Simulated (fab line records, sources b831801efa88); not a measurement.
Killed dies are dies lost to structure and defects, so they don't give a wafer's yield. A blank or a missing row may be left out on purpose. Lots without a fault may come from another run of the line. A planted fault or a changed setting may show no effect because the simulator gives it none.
fab line records | flow sky130
record lots=5 wafers=15 last_day=48
route steps=708 shown VT_ADJUST_HVTP@93 VT_ADJUST_LVTN@97 VT_ADJUST_NCORE@119
lots that met no fault: from a run of the same line without faults
start_h: hours from the record's first day to the start of the lot's first wafer shown | wait_h: hours since the lot's step before | " the same as in the row above | L1.1+2: a row that stands for several wafers | - no value, or no start given | * or withheld: withheld | < > ~ a bound
route shown NAME@n: a module of which the file shows steps, and the number in the route of the first | usual: mean/standard deviation of fault-free wafers | same: alike in all rows | chamber/n: place in a boat | sites: the reading at each site | _std_site: their standard deviation | _edge_site: outer sites' mean less inner sites' | radius_mm: how far each site lies from the wafer's centre | mask NAME#n: copy n | behind: the tool/chamber that last shaped the wafer | hold: why the lot was held/for how many hours/how that ended | device: the transistor (n, p or np) that didn't switch | end of line: the same wafers' tests at the end of the route | a step without rows: its recipe alone | killed: dies lost to structure and defects at the first sort, not the wafer's yield | map: a wafer's dies, x killed, . not, _ none there
set.NAME: the setting as run; set.NAME@STEP: as run at that earlier step | model.NAME: the simulator's own value behind a step, which no gauge read
lots at some steps of the route; a table a step, a row a wafer
services: from which hour (start_h, from the record's first day; less than 0 if before it) a tool's chamber was out of use, for how many hours, and why
## steps
# step SKY_VT_ADJUST_HVTP_OVL_MEAS_08
# usual VT_ADJUST_HVTP_OVL=0.8/1.5
# columns lot.wafer tool chamber start_h wait_h VT_ADJUST_HVTP_OVL[nm]
L075.1 overlay-01 - 129.10 0.1 -0.7
L075.2 " - " " 1.6
L075.4 " - " " 0.6
L080.2 overlay-02 - 159.30 0.1 -1.6
L080.4 " - " " -1.6
L080.6 " - " " -0.3
L082.2 overlay-02 - 179.80 0.1 2.5
L082.3 " - " " 3.2
L082.4 " - " " 2.4
L084.1 overlay-02 - 183.69 0.1 0.9
L084.3 " - " " 0.4
L084.4 " - " " 0.3
L086.1 overlay-02 - 199.30 0.1 2.5
L086.2 " - " " 4.4
L086.3 " - " " 1.0
# step SKY_VT_ADJUST_HVTP_IMPLANT_09
# recipe species=As energy_kev=150 dose_cm2=4.3e+12 tilt_deg=withheld
# usual dose_ions_cm2=4.3e+12/5e+09
# columns lot.wafer tool chamber start_h wait_h dose_ions_cm2
L075.1 implanter-01 0 129.13 0.0 4.295e+12
L075.2 " 0 " " 4.295e+12
L075.4 " 0 " " 4.303e+12
L080.2 implanter-01 0 159.36 0.0 4.304e+12
L080.4 " 0 " " 4.3e+12
L080.6 " 0 " " 4.297e+12
L082.2 implanter-01 0 179.85 0.0 4.304e+12
L082.3 " 0 " " 4.303e+12
L082.4 " 0 " " 4.303e+12
L084.1 implanter-04 0 183.73 0.0 4.307e+12
L084.3 " 0 " " 4.31e+12
L084.4 " 0 " " 4.302e+12
L086.1 implanter-01 0 199.33 0.0 4.292e+12
L086.2 " 0 " " 4.287e+12
L086.3 " 0 " " 4.291e+12
# step SKY_VT_ADJUST_HVTP_STRIP_10
# recipe chemistry=O2/N2 power_w=1400 pressure_mtorr=1500 platen_temp_c=withheld o2_flow_sccm=3000 n2_flow_sccm=300 overash_fraction=0.5
# usual drypump_motor_current_A=5.5/0.59 oes_product_au=0.715/0.0044 strip_time_to_endpoint_s=14.19/0.039
# columns lot.wafer tool chamber start_h wait_h drypump_motor_current_A oes_product_au rf_hours_counter_h strip_time_to_endpoint_s
L075.1 plasma_asher-01 0 129.28 0.1 4.9 0.719 48 14.21
L075.2 " 1 " " 5.6 0.718 48 14.21
L075.4 " 1 " " 5.6 0.714 - 14.20
L080.2 plasma_asher-01 1 159.48 0.1 5.7 0.716 51 14.22
L080.4 " 0 " " 5.0 0.707 - 14.16
L080.6 " 1 " " 5.6 0.717 - 14.18
L082.2 plasma_asher-01 1 179.98 0.1 5.6 0.716 53 14.23
L082.3 " 0 " " 4.9 0.720 - 14.28
L082.4 " 1 " " 5.6 0.711 - 14.24
L084.1 plasma_asher-01 1 183.88 0.1 5.6 0.719 53 14.20
L084.3 " 1 " " 5.6 0.714 - 14.18
L084.4 " 0 " " 4.9 0.722 - 14.19
L086.1 plasma_asher-03 1 199.48 0.1 6.0 0.708 9 14.20
L086.2 " 0 " " 5.0 0.718 9 14.22
L086.3 " 1 " " 5.9 0.722 - 14.21
# step SKY_VT_ADJUST_HVTP_TW_MEAS_11
# usual VT_ADJUST_HVTP_TW=1351/14
# columns lot.wafer tool chamber start_h wait_h VT_ADJUST_HVTP_TW
L075.1 film_metro-03 - 129.38 0.1 1337
L075.2 " - " " 1334
L075.4 " - " " 1339
L080.2 film_metro-01 - 159.59 0.1 1357
L080.4 " - " " 1356
L080.6 " - " " 1358
L082.2 film_metro-04 - 180.09 0.1 1376
L082.3 " - " " 1373
L082.4 " - " " 1377
L084.1 film_metro-01 - 183.98 0.1 1344
L084.3 " - " " 1342
L084.4 " - " " 1342
L086.1 film_metro-03 - 199.58 0.1 1330
L086.2 " - " " 1338
L086.3 " - " " 1337
# step SKY_VT_ADJUST_LVTN_DEHYDRATE_00
# recipe temp_c=200 time_s=60
# usual heater_power_total_W=160.38/0.13
# columns lot.wafer tool chamber start_h wait_h heater_power_total_W
L075.1 litho_track-02 0 138.28 8.9 160.29
L075.2 " 0 " " 160.15
L075.4 " 0 " " 160.33
L080.2 litho_track-04 0 168.95 9.3 160.29
L080.4 " 0 " " 160.21
L080.6 " 0 " " 160.26
L082.2 litho_track-04 0 190.05 10.0 160.40
L082.3 " 0 " " 160.21
L082.4 " 0 " " 160.61
L084.1 litho_track-04 0 193.82 9.8 160.41
L084.3 " 0 " " 160.55
L084.4 " 0 " " 160.24
L086.1 litho_track-04 0 209.97 10.4 160.45
L086.2 " 0 " " 160.32
L086.3 " 0 " " 160.38
# step SKY_VT_ADJUST_LVTN_HMDS_01
# recipe prime_time_s=60 prime_temp_c=120
# columns lot.wafer tool chamber start_h wait_h
L075.1+2+4 litho_track-02 0 138.43 0.1
L080.2+4+6 litho_track-04 0 169.10 0.1
L082.2+3+4 litho_track-04 0 190.20 0.1
L084.1+3+4 litho_track-04 0 193.97 0.1
L086.1+2+3 litho_track-04 0 210.12 0.1
# step SKY_VT_ADJUST_LVTN_COAT_02
# recipe spin_rpm=2000 resist_thk_nm=3000
# columns lot.wafer tool chamber start_h wait_h
L075.1+2+4 litho_track-02 0 138.58 0.1
L080.2+4+6 litho_track-04 0 169.25 0.1
L082.2+3+4 litho_track-04 0 190.35 0.1
L084.1+3+4 litho_track-04 0 194.12 0.1
L086.1+2+3 litho_track-04 0 210.27 0.1
# step SKY_VT_ADJUST_LVTN_SOFTBAKE_03
# recipe temp_c=110 time_s=withheld
# usual heater_power_total_W=65.33/0.14
# columns lot.wafer tool chamber start_h wait_h heater_power_total_W
L075.1 litho_track-02 0 138.73 0.1 65.46
L075.2 " 0 " " 65.40
L075.4 " 0 " " 65.37
L080.2 litho_track-04 0 169.41 0.1 65.40
L080.4 " 0 " " 65.49
L080.6 " 0 " " 65.41
L082.2 litho_track-04 0 190.50 0.1 65.16
L082.3 " 0 " " 65.37
L082.4 " 0 " " 65.44
L084.1 litho_track-04 0 194.27 0.1 65.34
L084.3 " 0 " " 65.34
L084.4 " 0 " " 65.26
L086.1 litho_track-04 0 210.42 0.1 65.30
L086.2 " 0 " " 65.49
L086.3 " 0 " " 65.25
# step SKY_VT_ADJUST_LVTN_EXPOSE_04
# recipe mask_id=NWM_COMPLEMENT_LESS_NATIVE na=0.6 source_shape=conventional sigma_outer=0.6 polarization=unpolarized target_cd_nm=840 dose_mj=194
# usual stage_vel_mm_s=500.05/0.25
# columns lot.wafer tool chamber start_h wait_h mask stage_vel_mm_s
L075.1 iline_stepper-02 0 - - NWM_COMPLEMENT_LESS_NATIVE#0 499.81
L075.2 " 0 " " NWM_COMPLEMENT_LESS_NATIVE#0 500.07
L075.4 " 0 " " NWM_COMPLEMENT_LESS_NATIVE#0 499.94
L080.2 iline_stepper-01 0 - - NWM_COMPLEMENT_LESS_NATIVE#0 499.77
L080.4 " 0 " " NWM_COMPLEMENT_LESS_NATIVE#0 500.03
L080.6 " 0 " " NWM_COMPLEMENT_LESS_NATIVE#0 499.61
L082.2 iline_stepper-02 0 - - NWM_COMPLEMENT_LESS_NATIVE#0 500.08
L082.3 " 0 " " NWM_COMPLEMENT_LESS_NATIVE#0 499.76
L082.4 " 0 " " NWM_COMPLEMENT_LESS_NATIVE#0 500.19
L084.1 iline_stepper-01 0 - - NWM_COMPLEMENT_LESS_NATIVE#0 500.38
L084.3 " 0 " " NWM_COMPLEMENT_LESS_NATIVE#0 499.98
L084.4 " 0 " " NWM_COMPLEMENT_LESS_NATIVE#0 500.32
L086.1 iline_stepper-01 0 - - NWM_COMPLEMENT_LESS_NATIVE#0 500.00
L086.2 " 0 " " NWM_COMPLEMENT_LESS_NATIVE#0 500.03
L086.3 " 0 " " NWM_COMPLEMENT_LESS_NATIVE#0 500.22
# step SKY_VT_ADJUST_LVTN_PEB_05
# recipe temp_c=115 time_s=withheld
# usual heater_power_total_W=69.33/0.12
# columns lot.wafer tool chamber start_h wait_h heater_power_total_W
L075.1 litho_track-04 0 - - 69.24
L075.2 " 0 " " 69.20
L075.4 " 0 " " 69.38
L080.2 litho_track-02 0 - - 69.09
L080.4 " 0 " " 69.15
L080.6 " 0 " " 69.14
L082.2 litho_track-03 0 - - 69.15
L082.3 " 0 " " 69.23
L082.4 " 0 " " 69.47
L084.1 litho_track-03 0 - - 69.12
L084.3 " 0 " " 69.48
L084.4 " 0 " " 69.33
L086.1 litho_track-03 0 - - 69.24
L086.2 " 0 " " 69.39
L086.3 " 0 " " 69.30
# step SKY_VT_ADJUST_LVTN_DEVELOP_06
# recipe wall_angle_deg=90 developer=TMAH develop_time_s=60 dev_temp_c=23
# same develop_time_s=60
# columns lot.wafer tool chamber start_h wait_h
L075.1+2+4 litho_track-04 0 - -
L080.2+4+6 litho_track-02 0 - -
L082.2+3+4 litho_track-03 0 - -
L084.1+3+4 litho_track-03 0 - -
L086.1+2+3 litho_track-03 0 - -
# step SKY_VT_ADJUST_LVTN_OVL_MEAS_07
# usual VT_ADJUST_LVTN_OVL=0.9/1.6
# columns lot.wafer tool chamber start_h wait_h VT_ADJUST_LVTN_OVL[nm]
L075.1 overlay-02 - 148.12 - 0.8
L075.2 " - " " 1.5
L075.4 " - " " 1.9
L080.2 overlay-02 - 179.73 - 1.6
L080.4 " - " " 0.8
L080.6 " - " " 0.8
L082.2 overlay-02 - 201.78 - 4.5
L082.3 " - " " 2.9
L082.4 " - " " 3.6
L084.1 overlay-02 - 205.42 - 0.6
L084.3 " - " " 1.3
L084.4 " - " " 2.2
L086.1 overlay-02 - 221.97 - 2.2
L086.2 " - " " 0.9
L086.3 " - " " 1.9
# step SKY_VT_ADJUST_LVTN_IMPLANT_08
# recipe species=B energy_kev=30 dose_cm2=1.57e+12 tilt_deg=withheld
# usual dose_ions_cm2=1.5701e+12/2e+09
# columns lot.wafer tool chamber start_h wait_h dose_ions_cm2
L075.1 implanter-04 0 148.16 0.0 1.5703e+12
L075.2 " 0 " " 1.5703e+12
L075.4 " 0 " " 1.5729e+12
L080.2 implanter-04 0 179.79 0.0 1.5726e+12
L080.4 " 0 " " 1.5736e+12
L080.6 " 0 " " 1.5709e+12
L082.2 implanter-03 0 201.83 0.0 1.5701e+12
L082.3 " 0 " " 1.5706e+12
L082.4 " 0 " " 1.5717e+12
L084.1 implanter-01 0 205.46 0.0 1.5692e+12
L084.3 " 0 " " 1.5692e+12
L084.4 " 0 " " 1.5701e+12
L086.1 implanter-03 0 222.01 0.0 1.5695e+12
L086.2 " 0 " " 1.5695e+12
L086.3 " 0 " " 1.5685e+12
# step SKY_VT_ADJUST_LVTN_STRIP_09
# recipe chemistry=O2/N2 power_w=1400 pressure_mtorr=1500 platen_temp_c=withheld o2_flow_sccm=3000 n2_flow_sccm=300 overash_fraction=0.5
# usual drypump_motor_current_A=5.5/0.47 oes_product_au=0.722/0.0048 strip_time_to_endpoint_s=36.96/0.1
# columns lot.wafer tool chamber start_h wait_h drypump_motor_current_A oes_product_au rf_hours_counter_h strip_time_to_endpoint_s
L075.1 plasma_asher-03 1 148.31 0.1 5.9 0.727 3 36.96
L075.2 " 0 " " 5.0 0.726 3 37.07
L075.4 " 0 " " 5.0 0.729 - 37.00
L080.2 plasma_asher-04 1 179.91 0.1 5.1 0.723 34 36.91
L080.4 " 1 " " 5.1 0.722 - 37.02
L080.6 " 0 " " 5.7 0.720 - 36.92
L082.2 plasma_asher-03 1 201.96 0.1 5.9 0.720 9 36.83
L082.3 " 0 " " 5.0 0.723 - 36.80
L082.4 " 1 " " 5.9 0.721 - 36.86
L084.1 plasma_asher-02 1 205.61 0.1 5.3 0.723 45 36.95
L084.3 " 1 " " 5.3 0.717 - 36.93
L084.4 " 0 " " 6.8 0.720 - 36.95
L086.1 plasma_asher-04 1 222.16 0.1 5.2 0.718 37 36.83
L086.2 " 0 " " 5.6 0.724 37 36.73
L086.3 " 0 " " 5.6 0.721 - 36.79
# step SKY_VT_ADJUST_LVTN_TW_MEAS_10
# usual VT_ADJUST_LVTN_TW=239.0/2.1
# columns lot.wafer tool chamber start_h wait_h VT_ADJUST_LVTN_TW
L075.1 film_metro-03 - 148.41 0.1 236.8
L075.2 " - " " 239.5
L075.4 " - " " 236.8
L080.2 film_metro-02 - 180.02 0.1 238.5
L080.4 " - " " 240.4
L080.6 " - " " 239.2
L082.2 film_metro-01 - 202.07 0.1 242.1
L082.3 " - " " 241.6
L082.4 " - " " 242.6
L084.1 film_metro-01 - 205.71 0.1 242.7
L084.3 " - " " 240.6
L084.4 " - " " 241.2
L086.1 film_metro-03 - 222.26 0.1 239.3
L086.2 " - " " 238.3
L086.3 " - " " 239.4
# step SKY_VT_ADJUST_LVTN_DEHYDRATE_11
# recipe temp_c=200 time_s=60
# usual heater_power_total_W=160.39/0.13
# columns lot.wafer tool chamber start_h wait_h heater_power_total_W
L075.1 litho_track-03 0 157.62 9.2 160.29
L075.2 " 0 " " 160.44
L075.4 " 0 " " 160.39
L080.2 litho_track-03 0 189.74 9.7 160.49
L080.4 " 0 " " 160.57
L080.6 " 0 " " 160.29
L082.2 litho_track-03 0 212.49 10.4 160.54
L082.3 " 0 " " 160.27
L082.4 " 0 " " 160.22
L084.1 litho_track-02 0 216.78 11.1 160.35
L084.3 " 0 " " 160.15
L084.4 " 0 " " 160.58
L086.1 litho_track-02 0 232.68 10.4 160.40
L086.2 " 0 " " 160.35
L086.3 " 0 " " 160.20
# step SKY_VT_ADJUST_LVTN_HMDS_12
# recipe prime_time_s=60 prime_temp_c=120
# columns lot.wafer tool chamber start_h wait_h
L075.1+2+4 litho_track-03 0 157.77 0.1
L080.2+4+6 litho_track-03 0 189.89 0.1
L082.2+3+4 litho_track-03 0 212.64 0.1
L084.1+3+4 litho_track-02 0 216.93 0.1
L086.1+2+3 litho_track-02 0 232.83 0.1
# step SKY_VT_ADJUST_LVTN_COAT_13
# recipe resist=NOVOLAK spin_rpm=3000 resist_thk_nm=1140
# columns lot.wafer tool chamber start_h wait_h
L075.1+2+4 litho_track-03 0 157.92 0.1
L080.2+4+6 litho_track-03 0 190.04 0.1
L082.2+3+4 litho_track-03 0 212.79 0.1
L084.1+3+4 litho_track-02 0 217.08 0.1
L086.1+2+3 litho_track-02 0 232.98 0.1
# step SKY_VT_ADJUST_LVTN_SOFTBAKE_14
# recipe temp_c=90 time_s=60 resist=NOVOLAK
# usual heater_power_total_W=56.60/0.045
# columns lot.wafer tool chamber start_h wait_h heater_power_total_W
L075.1 litho_track-03 0 158.07 0.1 56.66
L075.2 " 0 " " 56.55
L075.4 " 0 " " 56.59
L080.2 litho_track-03 0 190.19 0.1 56.59
L080.4 " 0 " " 56.54
L080.6 " 0 " " 56.60
L082.2 litho_track-03 0 212.94 0.1 56.62
L082.3 " 0 " " 56.59
L082.4 " 0 " " 56.60
L084.1 litho_track-02 0 217.23 0.1 56.62
L084.3 " 0 " " 56.53
L084.4 " 0 " " 56.59
L086.1 litho_track-02 0 233.13 0.1 56.63
L086.2 " 0 " " 56.62
L086.3 " 0 " " 56.57
# step SKY_VT_ADJUST_LVTN_EXPOSE_15
# recipe mask_id=HVN_STD_DERIVED na=0.6 source_shape=conventional sigma_outer=0.6 polarization=unpolarized target_cd_nm=600 dose_mj=163
# usual stage_vel_mm_s=500.01/0.22
# columns lot.wafer tool chamber start_h wait_h mask stage_vel_mm_s
L075.1 iline_stepper-02 0 - - HVN_STD_DERIVED#0 499.93
L075.2 " 0 " " HVN_STD_DERIVED#0 499.72
L075.4 " 0 " " HVN_STD_DERIVED#0 499.83
L080.2 iline_stepper-01 0 - - HVN_STD_DERIVED#0 499.68
L080.4 " 0 " " HVN_STD_DERIVED#0 499.67
L080.6 " 0 " " HVN_STD_DERIVED#0 499.69
L082.2 iline_stepper-01 0 - - HVN_STD_DERIVED#0 499.88
L082.3 " 0 " " HVN_STD_DERIVED#0 499.78
L082.4 " 0 " " HVN_STD_DERIVED#0 500.04
L084.1 iline_stepper-01 0 - - HVN_STD_DERIVED#0 499.96
L084.3 " 0 " " HVN_STD_DERIVED#0 500.20
L084.4 " 0 " " HVN_STD_DERIVED#0 500.02
L086.1 iline_stepper-02 0 - - HVN_STD_DERIVED#0 500.14
L086.2 " 0 " " HVN_STD_DERIVED#0 499.94
L086.3 " 0 " " HVN_STD_DERIVED#0 500.18
# step SKY_VT_ADJUST_LVTN_PEB_16
# recipe temp_c=withheld time_s=* resist=NOVOLAK
# columns lot.wafer tool chamber start_h wait_h
L075.1+2+4 litho_track-02 0 - -
L080.2+4+6 litho_track-04 0 - -
L082.2+3+4 litho_track-02 0 - -
L084.1+3+4 litho_track-03 0 - -
L086.1+2+3 litho_track-04 0 - -
# step SKY_VT_ADJUST_LVTN_DEVELOP_17
# recipe resist=NOVOLAK developer=TMAH develop_time_s=60 dev_temp_c=23
# same develop_time_s=60
# columns lot.wafer tool chamber start_h wait_h
L075.1+2+4 litho_track-02 0 167.78 0.1
L080.2+4+6 litho_track-04 0 201.40 0.1
L082.2+3+4 litho_track-02 0 224.30 0.1
L084.1+3+4 litho_track-03 0 227.72 0.1
L086.1+2+3 litho_track-04 0 244.62 0.1
# step SKY_VT_ADJUST_LVTN_OVL_MEAS_18
# usual VT_ADJUST_LVTN_01_OVL=-0.8/1.5
# columns lot.wafer tool chamber start_h wait_h VT_ADJUST_LVTN_01_OVL[nm]
L075.1 overlay-02 - 167.93 0.1 -0.6
L075.2 " - " " 0.7
L075.4 " - " " 0.0
L080.2 overlay-02 - 201.53 0.1 -1.5
L080.4 " - " " -1.7
L080.6 " - " " -1.0
L082.2 overlay-01 - 224.43 0.1 1.9
L082.3 " - " " 1.2
L082.4 " - " " 1.9
L084.1 overlay-01 - 227.87 0.1 -0.8
L084.3 " - " " -0.7
L084.4 " - " " -2.1
L086.1 overlay-02 - 244.77 0.1 -1.9
L086.2 " - " " -1.6
L086.3 " - " " -1.5
# step SKY_VT_ADJUST_LVTN_IMPLANT_19
# recipe species=B energy_kev=30 dose_cm2=6.5e+11 tilt_deg=withheld
# usual dose_ions_cm2=6.5e+11/6.7e+08
# columns lot.wafer tool chamber start_h wait_h dose_ions_cm2
L075.1 implanter-04 0 167.96 0.0 6.503e+11
L075.2 " 0 " " 6.498e+11
L075.4 " 0 " " 6.495e+11
L080.2 implanter-01 0 201.58 0.0 6.504e+11
L080.4 " 0 " " 6.504e+11
L080.6 " 0 " " 6.505e+11
L082.2 implanter-01 0 224.49 0.0 6.5e+11
L082.3 " 0 " " 6.502e+11
L082.4 " 0 " " 6.501e+11
L084.1 implanter-04 0 227.91 0.0 6.492e+11
L084.3 " 0 " " 6.489e+11
L084.4 " 0 " " 6.498e+11
L086.1 implanter-03 0 244.81 0.0 6.493e+11
L086.2 " 0 " " 6.486e+11
L086.3 " 0 " " 6.496e+11
# step SKY_VT_ADJUST_LVTN_STRIP_20
# recipe chemistry=O2/N2 power_w=1400 pressure_mtorr=1500 platen_temp_c=withheld o2_flow_sccm=3000 n2_flow_sccm=300 overash_fraction=0.5
# usual drypump_motor_current_A=5.7/0.61 oes_product_au=0.715/0.0046 strip_time_to_endpoint_s=14.17/0.036
# columns lot.wafer tool chamber start_h wait_h drypump_motor_current_A oes_product_au rf_hours_counter_h strip_time_to_endpoint_s
L075.1 plasma_asher-02 1 168.11 0.1 5.3 0.712 41 14.17
L075.2 " 0 " " 6.8 0.720 41 14.13
L075.4 " 1 " " 5.3 0.721 - 14.15
L080.2 plasma_asher-04 0 201.71 0.1 5.6 0.716 35 14.19
L080.4 " 1 " " 5.1 0.718 - 14.19
L080.6 " 0 " " 5.6 0.714 - 14.17
L082.2 plasma_asher-02 1 224.61 0.1 5.3 0.713 47 14.20
L082.3 " 0 " " 6.8 0.716 - 14.20
L082.4 " 1 " " 5.3 0.711 - 14.17
L084.1 plasma_asher-02 1 228.06 0.1 5.3 0.714 47 14.13
L084.3 " 1 " " 5.3 0.728 - 14.16
L084.4 " 0 " " 6.8 0.726 - 14.17
L086.1 plasma_asher-03 1 244.96 0.1 6.0 0.712 13 14.14
L086.2 " 0 " " 5.0 0.718 13 14.13
L086.3 " 1 " " 5.9 0.713 - 14.16
# step SKY_VT_ADJUST_LVTN_TW_MEAS_21
# usual VT_ADJUST_LVTN_2_TW=184.8/1.8
# columns lot.wafer tool chamber start_h wait_h VT_ADJUST_LVTN_2_TW
L075.1 film_metro-02 - 168.21 0.1 186.9
L075.2 " - " " 187.9
L075.4 " - " " 187.7
L080.2 film_metro-03 - 201.82 0.1 184.8
L080.4 " - " " 185.4
L080.6 " - " " 186.2
L082.2 film_metro-03 - 224.72 0.1 185.7
L082.3 " - " " 185.6
L082.4 " - " " 187.3
L084.1 film_metro-02 - 228.16 0.1 182.8
L084.3 " - " " 182.8
L084.4 " - " " 183.7
L086.1 film_metro-02 - 245.06 0.1 184.6
L086.2 " - " " 183.2
L086.3 " - " " 183.3
# step SKY_VT_ADJUST_NCORE_DEHYDRATE_00
# recipe temp_c=200 time_s=60
# usual heater_power_total_W=160.38/0.12
# columns lot.wafer tool chamber start_h wait_h heater_power_total_W
L075.1 litho_track-01 0 178.28 10.1 160.38
L075.2 " 0 " " 160.33
L075.4 " 0 " " 160.43
L080.2 litho_track-02 0 212.15 10.3 160.35
L080.4 " 0 " " 160.32
L080.6 " 0 " " 160.28
L082.2 litho_track-02 0 235.20 10.5 160.31
L082.3 " 0 " " 160.42
L082.4 " 0 " " 160.54
L084.1 litho_track-01 0 238.43 10.3 160.37
L084.3 " 0 " " 160.28
L084.4 " 0 " " 160.27
L086.1 litho_track-04 0 256.07 11.0 160.29
L086.2 " 0 " " 160.19
L086.3 " 0 " " 160.45
# step SKY_VT_ADJUST_NCORE_HMDS_01
# recipe prime_time_s=60 prime_temp_c=120
# columns lot.wafer tool chamber start_h wait_h
L075.1+2+4 litho_track-01 0 178.43 0.1
L080.2+4+6 litho_track-02 0 212.30 0.1
L082.2+3+4 litho_track-02 0 235.35 0.1
L084.1+3+4 litho_track-01 0 238.58 0.1
L086.1+2+3 litho_track-04 0 256.22 0.1
# step SKY_VT_ADJUST_NCORE_COAT_02
# recipe resist=NOVOLAK spin_rpm=3000 resist_thk_nm=1140
# columns lot.wafer tool chamber start_h wait_h
L075.1+2+4 litho_track-01 0 178.58 0.1
L080.2+4+6 litho_track-02 0 212.45 0.1
L082.2+3+4 litho_track-02 0 235.50 0.1
L084.1+3+4 litho_track-01 0 238.73 0.1
L086.1+2+3 litho_track-04 0 256.37 0.1
# step SKY_VT_ADJUST_NCORE_SOFTBAKE_03
# recipe temp_c=90 time_s=60 resist=NOVOLAK
# usual heater_power_total_W=56.59/0.047
# columns lot.wafer tool chamber start_h wait_h heater_power_total_W
L075.1 litho_track-01 0 178.73 0.1 56.60
L075.2 " 0 " " 56.61
L075.4 " 0 " " 56.62
L080.2 litho_track-02 0 212.60 0.1 56.59
L080.4 " 0 " " 56.56
L080.6 " 0 " " 56.57
L082.2 litho_track-02 0 235.65 0.1 56.62
L082.3 " 0 " " 56.60
L082.4 " 0 " " 56.68
L084.1 litho_track-01 0 238.88 0.1 56.57
L084.3 " 0 " " 56.55
L084.4 " 0 " " 56.62
L086.1 litho_track-04 0 256.52 0.1 56.60
L086.2 " 0 " " 56.60
L086.3 " 0 " " 56.61
# step SKY_VT_ADJUST_NCORE_EXPOSE_04
# recipe mask_id=LVTN_COMPLEMENT_THIN na=0.6 source_shape=conventional sigma_outer=0.6 polarization=unpolarized target_cd_nm=380 dose_mj=139
# usual stage_vel_mm_s=499.92/0.25
# columns lot.wafer tool chamber start_h wait_h mask stage_vel_mm_s
L075.1 iline_stepper-01 0 - - LVTN_COMPLEMENT_THIN#0 499.69
L075.2 " 0 " " LVTN_COMPLEMENT_THIN#0 499.93
L075.4 " 0 " " LVTN_COMPLEMENT_THIN#0 499.83
L080.2 iline_stepper-02 0 - - LVTN_COMPLEMENT_THIN#0 500.10
L080.4 " 0 " " LVTN_COMPLEMENT_THIN#0 499.70
L080.6 " 0 " " LVTN_COMPLEMENT_THIN#0 499.89
L082.2 iline_stepper-01 0 - - LVTN_COMPLEMENT_THIN#0 500.24
L082.3 " 0 " " LVTN_COMPLEMENT_THIN#0 500.02
L082.4 " 0 " " LVTN_COMPLEMENT_THIN#0 500.25
L084.1 iline_stepper-02 0 - - LVTN_COMPLEMENT_THIN#0 500.17
L084.3 " 0 " " LVTN_COMPLEMENT_THIN#0 499.90
L084.4 " 0 " " LVTN_COMPLEMENT_THIN#0 499.68
L086.1 iline_stepper-01 0 - - LVTN_COMPLEMENT_THIN#0 500.16
L086.2 " 0 " " LVTN_COMPLEMENT_THIN#0 500.02
L086.3 " 0 " " LVTN_COMPLEMENT_THIN#0 500.23
# step SKY_VT_ADJUST_NCORE_PEB_05
# recipe temp_c=withheld time_s=* resist=NOVOLAK
# columns lot.wafer tool chamber start_h wait_h
L075.1+2+4 litho_track-01 0 - -
L080.2+4+6 litho_track-04 0 - -
L082.2+3+4 litho_track-02 0 - -
L084.1+3+4 litho_track-04 0 - -
L086.1+2+3 litho_track-04 0 - -
# step SKY_VT_ADJUST_NCORE_DEVELOP_06
# recipe resist=NOVOLAK developer=TMAH develop_time_s=57.14 dev_temp_c=23
# same develop_time_s=57.14
# columns lot.wafer tool chamber start_h wait_h
L075.1+2+4 litho_track-01 0 188.58 0.1
L080.2+4+6 litho_track-04 0 224.10 0.1
L082.2+3+4 litho_track-02 0 247.35 0.1
L084.1+3+4 litho_track-04 0 251.27 0.1
L086.1+2+3 litho_track-04 0 268.57 0.1
# step SKY_VT_ADJUST_NCORE_CD_MEAS_07
# recipe target_cd_nm=380
# usual cd_nm=380.4/2.3
# columns lot.wafer tool chamber start_h wait_h cd_nm
L075.1 cd_sem-02 - 188.73 0.1 377.9
L075.2 " - " " 378.7
L075.4 " - " " 380.2
L080.2 cd_sem-01 - 224.24 0.1 382.7
L080.4 " - " " 381.7
L080.6 " - " " 380.9
L082.2 cd_sem-01 - 247.50 0.1 383.6
L082.3 " - " " 383.1
L082.4 " - " " 381.1
L084.1 cd_sem-02 - 251.42 0.1 379.2
L084.3 " - " " 381.5
L084.4 " - " " 380.8
L086.1 cd_sem-01 - 268.72 0.1 380.8
L086.2 " - " " 379.1
L086.3 " - " " 381.6
# step SKY_VT_ADJUST_NCORE_OVL_MEAS_08
# usual VT_ADJUST_NCORE_OVL=-0.2/1.3
# columns lot.wafer tool chamber start_h wait_h VT_ADJUST_NCORE_OVL[nm]
L075.1 overlay-02 - 188.85 0.1 2.0
L075.2 " - " " 1.7
L075.4 " - " " 2.6
L080.2 overlay-02 - 224.35 0.1 -3.4
L080.4 " - " " -0.3
L080.6 " - " " -1.1
L082.2 overlay-01 - 247.60 0.1 -0.2
L082.3 " - " " 0.6
L082.4 " - " " 0.0
L084.1 overlay-02 - 251.54 0.1 1.7
L084.3 " - " " 2.1
L084.4 " - " " 0.6
L086.1 overlay-01 - 268.84 0.1 -2.0
L086.2 " - " " -1.4
L086.3 " - " " -0.8
# step SKY_VT_ADJUST_NCORE_IMPLANT_09
# recipe species=B energy_kev=10 dose_cm2=2.4e+12 tilt_deg=withheld
# usual dose_ions_cm2=2.4002e+12/2.6e+09
# columns lot.wafer tool chamber start_h wait_h dose_ions_cm2
L075.1 implanter-01 0 188.89 0.0 2.4015e+12
L075.2 " 0 " " 2.4003e+12
L075.4 " 0 " " 2.4008e+12
L080.2 implanter-02 0 224.40 0.0 2.401e+12
L080.4 " 0 " " 2.4016e+12
L080.6 " 0 " " 2.3986e+12
L082.2 implanter-02 0 247.66 0.0 2.4071e+12
L082.3 " 0 " " 2.4002e+12
L082.4 " 0 " " 2.4039e+12
L084.1 implanter-03 0 251.58 0.0 2.4013e+12
L084.3 " 0 " " 2.3967e+12
L084.4 " 0 " " 2.3996e+12
L086.1 implanter-02 0 268.88 0.0 2.4006e+12
L086.2 " 0 " " 2.4e+12
L086.3 " 0 " " 2.3969e+12
## services
# columns tool chamber start_h hours kind
plasma_asher-03 - 108.75 9.0 pm
plasma_asher-03 0 108.75 9.0 vent_cycle
plasma_asher-03 1 108.75 9.0 vent_cycle
plasma_asher-03 0 117.75 - clean
plasma_asher-03 1 117.75 - clean
implanter-01 - 131.17 3.9 pm
plasma_asher-04 - 131.74 15.6 pm
implanter-01 - 135.02 5.0 pm
implanter-04 - 138.51 3.2 pm
implanter-03 - 140.01 2.8 repair
implanter-01 - 146.60 5.7 repair
iline_stepper-01 - 154.89 2.4 repair
implanter-03 - 155.75 10.2 pm
plasma_asher-02 - 172.05 6.5 repair
implanter-03 - 172.86 2.8 repair
iline_stepper-01 - 183.85 2.1 pm
plasma_asher-04 - 185.71 7.7 repair
iline_stepper-01 - 185.93 - consumable_replace:lamp
plasma_asher-04 - 192.23 6.0 repair
iline_stepper-01 - 208.30 1.7 pm
plasma_asher-02 - 230.92 0.4 repair
iline_stepper-01 0 247.66 - calibration
implanter-02 - 256.64 3.9 repair
## key
fault none
